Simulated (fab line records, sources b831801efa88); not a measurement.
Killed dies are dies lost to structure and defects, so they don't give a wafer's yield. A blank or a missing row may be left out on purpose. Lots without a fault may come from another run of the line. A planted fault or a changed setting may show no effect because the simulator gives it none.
fab line records | flow gf180mcu
record lots=14 wafers=42 last_day=34
route steps=602 shown VT_IMPLANT@132 NSD@247 PSD@250 SAB@274
lots that met no fault: from a run of the same line without faults
start_h: hours from the record's first day to the start of the lot's first wafer shown | wait_h: hours since the lot's step before | " the same as in the row above | L1.1+2: a row that stands for several wafers | - no value, or no start given | * or withheld: withheld | < > ~ a bound
route shown NAME@n: a module of which the file shows steps, and the number in the route of the first | usual: mean/standard deviation of fault-free wafers | same: alike in all rows | chamber/n: place in a boat | sites: the reading at each site | _std_site: their standard deviation | _edge_site: outer sites' mean less inner sites' | radius_mm: how far each site lies from the wafer's centre | mask NAME#n: copy n | behind: the tool/chamber that last shaped the wafer | hold: why the lot was held/for how many hours/how that ended | device: the transistor (n, p or np) that didn't switch | end of line: the same wafers' tests at the end of the route | a step without rows: its recipe alone | killed: dies lost to structure and defects at the first sort, not the wafer's yield | map: a wafer's dies, x killed, . not, _ none there
set.NAME: the setting as run; set.NAME@STEP: as run at that earlier step | model.NAME: the simulator's own value behind a step, which no gauge read
steps of the route over a sample of lots; a table a step, a row a wafer
services: from which hour (start_h, from the record's first day; less than 0 if before it) a tool's chamber was out of use, for how many hours, and why
## steps
# step GF_VT_IMPLANT_STRIP_42
# recipe chemistry=O2/N2 power_w=1400 pressure_mtorr=1500 platen_temp_c=250 o2_flow_sccm=3000 n2_flow_sccm=300 overash_fraction=0.5
# usual drypump_motor_current_A=5.8/0.48 heater_power_w=341/24 oes_product_au=0.716/0.0044 strip_time_to_endpoint_s=12.62/0.035
# columns lot.wafer tool chamber start_h wait_h drypump_motor_current_A heater_power_w oes_product_au rf_hours_counter_h strip_time_to_endpoint_s
L143.2 plasma_asher-03 0 160.94 0.1 6.2 319 0.714 39 12.61
L143.3 " 1 " " 6.2 345 0.715 - 12.63
L143.5 " 0 " " 6.2 316 0.718 - 12.62
L144.3 plasma_asher-04 1 165.77 0.1 4.8 283 0.720 - 12.64
L144.5 " 1 " " 4.8 286 0.717 - 12.62
L144.6 " 0 " " 5.7 303 0.710 - 12.58
L145.3 plasma_asher-03 1 174.19 0.1 6.2 336 0.718 - 12.60
L145.4 " 0 " " 6.2 326 0.710 - 12.64
L145.6 " 0 " " 6.2 319 0.716 - 12.62
L146.1 plasma_asher-02 0 183.04 0.1 5.2 361 0.719 6 12.61
L146.2 " 1 " " 6.0 362 0.716 6 12.60
L146.4 " 0 " " 5.2 366 0.722 - 12.61
L148.3 plasma_asher-02 0 194.84 0.1 5.2 371 0.720 - 12.60
L148.4 " 1 " " 6.1 360 0.718 - 12.58
L148.5 " 0 " " 5.2 358 0.714 - 12.58
L151.1 plasma_asher-02 1 230.40 0.1 6.0 359 0.711 11 12.63
L151.3 " 1 " " 6.0 356 0.718 - 12.62
L151.6 " 1 " " 6.1 361 0.711 - 12.60
L152.4 plasma_asher-02 1 231.69 0.1 6.0 360 0.723 - 12.53
L152.5 " 0 " " 5.2 371 0.719 - 12.56
L152.6 " 1 " " 6.1 355 0.721 - 12.59
L153.3 plasma_asher-03 1 241.99 0.1 6.2 357 0.724 - 12.60
L153.4 " 0 " " 6.2 318 0.712 - 12.59
L153.5 " 1 " " 6.2 354 0.720 - 12.60
L155.3 plasma_asher-03 1 253.59 0.1 6.2 346 0.717 - 12.64
L155.4 " 0 " " 6.1 315 0.719 - 12.63
L155.6 " 1 " " 6.2 346 0.710 - 12.63
L157.3 plasma_asher-04 1 254.69 0.1 4.8 287 0.715 - 12.68
L157.4 " 0 " " 5.7 305 0.717 - 12.66
L157.6 " 0 " " 5.7 306 0.718 - 12.67
L160.3 plasma_asher-02 1 278.42 0.1 6.1 361 0.716 - 12.65
L160.5 " 0 " " 5.2 371 0.713 - 12.65
L160.6 " 1 " " 6.0 354 0.716 - 12.62
L159.2 plasma_asher-04 1 279.69 0.1 4.8 289 0.719 65 12.66
L159.3 " 0 " " 5.7 298 0.718 - 12.64
L159.4 " 1 " " 4.8 287 0.705 - 12.67
L164.4 plasma_asher-03 0 305.74 0.1 6.2 320 0.711 - 12.62
L164.5 " 0 " " 6.2 320 0.709 - 12.60
L164.6 " 1 " " 6.2 349 0.722 - 12.57
L165.2 plasma_asher-02 1 312.51 0.1 6.1 358 0.712 20 12.65
L165.3 " 1 " " 6.0 356 0.720 - 12.66
L165.5 " 1 " " 6.0 345 0.709 - 12.63
# step GF_NSD_TW_MEAS_12
# usual NSD_TW=4259/24
# columns lot.wafer tool chamber start_h wait_h NSD_TW
L143.2 film_metro-04 - 298.84 0.1 4258
L143.3 " - " " 4255
L143.5 " - " " 4256
L144.3 film_metro-04 - 306.90 0.1 4259
L144.5 " - " " 4252
L144.6 " - " " 4250
L145.3 film_metro-01 - 313.55 0.1 4274
L145.4 " - " " 4278
L145.6 " - " " 4253
L146.1 film_metro-01 - 328.27 0.1 4226
L146.2 " - " " 4261
L146.4 " - " " 4233
L148.3 film_metro-04 - 342.54 0.1 4277
L148.4 " - " " 4269
L148.5 " - " " 4252
L151.1 film_metro-01 - 383.36 0.1 4205
L151.3 " - " " 4214
L151.6 " - " " 4240
L152.4 film_metro-04 - 386.21 0.1 4273
L152.5 " - " " 4268
L152.6 " - " " 4258
L153.3 film_metro-04 - 401.35 0.1 4281
L153.4 " - " " 4261
L153.5 " - " " 4272
L155.3 film_metro-04 - 412.52 0.1 4281
L155.4 " - " " 4276
L155.6 " - " " 4247
L157.3 film_metro-03 - 419.69 0.1 4236
L157.4 " - " " 4259
L157.6 " - " " 4236
L160.3 film_metro-03 - 445.27 0.1 4278
L160.5 " - " " 4261
L160.6 " - " " 4268
L159.2 film_metro-04 - 447.34 0.1 4286
L159.3 " - " " 4250
L159.4 " - " " 4260
L164.4 film_metro-03 - 479.40 0.1 4261
L164.5 " - " " 4247
L164.6 " - " " 4258
L165.2 film_metro-03 - 486.01 0.1 4276
L165.3 " - " " 4291
L165.5 " - " " 4284
# step GF_PSD_COAT_02
# recipe resist=NOVOLAK spin_rpm=3000 resist_thk_nm=1000
# usual chill_plate_temp_C=22.99/0.11 dispense_pressure_kPa=51.5/2.6 exhaust_pa=44.9/0.8
# columns lot.wafer tool chamber start_h wait_h chill_plate_temp_C dispense_pressure_kPa exhaust_pa
L143.2 litho_track-03 0 308.60 0.1 22.97 53.3 44.5
L143.3 " 0 " " 22.95 53.3 45.0
L143.5 " 0 " " 23.12 53.3 44.2
L144.3 litho_track-03 0 316.97 0.1 23.23 53.3 46.3
L144.5 " 0 " " 23.01 53.3 45.5
L144.6 " 0 " " 23.11 53.3 44.7
L145.3 litho_track-01 0 323.68 0.1 22.85 47.0 45.2
L145.4 " 0 " " 22.87 47.0 46.3
L145.6 " 0 " " 22.96 47.0 44.9
L146.1 litho_track-03 0 337.72 0.1 23.06 53.3 43.8
L146.2 " 0 " " 23.09 53.3 44.0
L146.4 " 0 " " 22.93 53.3 43.4
L148.3 litho_track-03 0 353.02 0.1 22.84 53.3 45.1
L148.4 " 0 " " 22.88 53.3 44.3
L148.5 " 0 " " 22.95 53.3 46.3
L151.1 litho_track-01 0 394.82 0.1 22.93 47.0 45.8
L151.3 " 0 " " 22.97 47.0 43.8
L151.6 " 0 " " 22.97 47.0 44.5
L152.4 litho_track-03 0 397.60 0.1 23.09 53.3 45.6
L152.5 " 0 " " 23.12 53.3 45.6
L152.6 " 0 " " 23.04 53.3 45.9
L153.3 litho_track-04 0 413.05 0.1 22.85 52.5 43.6
L153.4 " 0 " " 22.96 52.6 45.0
L153.5 " 0 " " 22.97 52.5 44.8
L155.3 litho_track-03 0 424.22 0.1 22.95 53.3 45.8
L155.4 " 0 " " 22.80 53.3 46.2
L155.6 " 0 " " 22.89 53.3 44.9
L157.3 litho_track-04 0 430.65 0.1 23.08 52.6 44.3
L157.4 " 0 " " 22.97 52.5 44.3
L157.6 " 0 " " 22.93 52.6 43.4
L160.3 litho_track-03 - 456.72 0.1 - - -
L160.5 " - " " - - -
L160.6 " - " " - - -
L159.2 litho_track-03 - 458.55 0.1 - - -
L159.3 " - " " - - -
L159.4 " - " " - - -
L164.4 litho_track-03 0 491.09 0.1 23.01 53.3 44.6
L164.5 " 0 " " 22.91 53.2 43.7
L164.6 " 0 " " 22.96 53.3 44.7
L165.2 litho_track-03 0 497.89 0.1 23.04 53.2 43.6
L165.3 " 0 " " 23.20 53.3 45.5
L165.5 " 0 " " 22.86 53.3 44.6
# step GF_PSD_CD_MEAS_07
# recipe target_cd_nm=400
# usual cd_nm=400.1/2
# columns lot.wafer tool chamber start_h wait_h cd_nm
L143.2 cd_sem-01 - 318.97 0.1 400.1
L143.3 " - " " 400.0
L143.5 " - " " 402.5
L144.3 cd_sem-02 - 327.58 0.1 400.6
L144.5 " - " " 400.8
L144.6 " - " " 397.8
L145.3 cd_sem-02 - 334.06 0.1 397.2
L145.4 " - " " 399.2
L145.6 " - " " 395.4
L146.1 cd_sem-02 - 348.25 0.1 399.4
L146.2 " - " " 401.4
L146.4 " - " " 398.8
L148.3 cd_sem-01 - 364.46 0.1 397.6
L148.4 " - " " 396.4
L148.5 " - " " 396.2
L151.1 cd_sem-02 - 406.02 0.1 402.9
L151.3 " - " " 402.0
L151.6 " - " " 402.8
L152.4 cd_sem-02 - 409.23 0.1 403.0
L152.5 " - " " 400.1
L152.6 " - " " 400.2
L153.3 cd_sem-01 - 424.81 0.1 402.0
L153.4 " - " " 401.3
L153.5 " - " " 402.0
L155.3 cd_sem-01 - 436.34 0.1 397.0
L155.4 " - " " 397.6
L155.6 " - " " 399.6
L157.3 cd_sem-02 - 442.91 0.1 399.9
L157.4 " - " " 399.5
L157.6 " - " " 401.8
L160.3 cd_sem-02 - 469.00 0.2 -
L160.5 " - " " -
L160.6 " - " " -
L159.2 cd_sem-02 - 471.19 0.1 -
L159.3 " - " " -
L159.4 " - " " -
L164.4 cd_sem-02 - 503.13 0.1 401.3
L164.5 " - " " 404.2
L164.6 " - " " 401.9
L165.2 cd_sem-01 - 509.62 0.1 402.1
L165.3 " - " " 402.0
L165.5 " - " " 402.2
# step GF_SAB_OVL_MEAS_10
# usual SAB_OVL=-0.6/1.2
# columns lot.wafer tool chamber start_h wait_h SAB_OVL[nm]
L143.2 overlay-01 - 340.29 0.1 -0.2
L143.3 " - " " 0.0
L143.5 " - " " -0.4
L144.3 overlay-02 - 349.81 0.1 0.5
L144.5 " - " " -1.0
L144.6 " - " " -0.2
L145.3 overlay-02 - 356.50 0.1 -0.6
L145.4 " - " " -0.1
L145.6 " - " " -2.5
L146.1 overlay-02 - 375.29 0.1 -0.3
L146.2 " - " " -0.7
L146.4 " - " " -2.0
L148.3 overlay-02 - 387.40 0.1 -3.4
L148.4 " - " " -2.1
L148.5 " - " " -3.3
L151.1 overlay-01 - 430.99 0.1 0.8
L151.3 " - " " -1.6
L151.6 " - " " 1.3
L152.4 overlay-01 - 433.81 0.1 1.6
L152.5 " - " " 0.9
L152.6 " - " " 2.2
L153.3 overlay-01 - 450.15 0.1 -1.5
L153.4 " - " " -1.7
L153.5 " - " " -1.0
L155.3 overlay-01 - 460.75 0.1 1.0
L155.4 " - " " -0.1
L155.6 " - " " 0.7
L157.3 overlay-01 - 467.45 0.1 -1.7
L157.4 " - " " 0.0
L157.6 " - " " -2.2
L160.3 overlay-01 - 493.50 0.1 0.0
L160.5 " - " " -1.0
L160.6 " - " " 0.0
L159.2 overlay-02 - 495.75 0.1 -2.5
L159.3 " - " " -1.6
L159.4 " - " " -1.0
L164.4 overlay-02 - 526.81 0.1 -0.7
L164.5 " - " " -1.2
L164.6 " - " " -1.0
L165.2 overlay-02 - 533.54 0.1 0.7
L165.3 " - " " 0.3
L165.5 " - " " -0.2
## services
# columns tool chamber start_h hours kind
plasma_asher-04 - 211.53 2.8 repair
plasma_asher-04 - 228.34 2.5 repair
plasma_asher-04 - 261.77 2.8 pm
plasma_asher-03 - 374.65 22.8 repair
plasma_asher-02 - 390.18 0.9 repair
plasma_asher-03 - 391.33 1.6 repair
plasma_asher-03 - 447.28 5.6 repair
## key
first_sign step=GF_PSD_COAT_02 reading=tool_record direction=missing
effect step=GF_PSD_CD_MEAS_07 reading=cd_nm direction=missing
met_at GF_PSD_COAT_02
struck_lots L159,L160
sort_left_out L159.2,L159.3,L159.4,L160.3,L160.5,L160.6
tester_left_out L159,L160
not_acting_at GF_VT_IMPLANT_STRIP_42,GF_NSD_TW_MEAS_12,GF_SAB_OVL_MEAS_10
onset_between 424.22 456.72
fault kind=skipped_step_whole tool=litho_track-03 chamber=- onset_h=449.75 steps=GF_PSD_COAT_02 scope=struck_lots_only
# tester_left_out: of these lots the tester's yield and bins aren't shown, on N5 and GAA mostly nor the transistor test; their killed dies are dies lost to structure and defects alone, not to doping, threshold or leakage, so they don't give the yield
# sort_left_out: the simulated sort isn't trusted on such a fault, so these wafers' sort isn't shown, and their yield isn't known
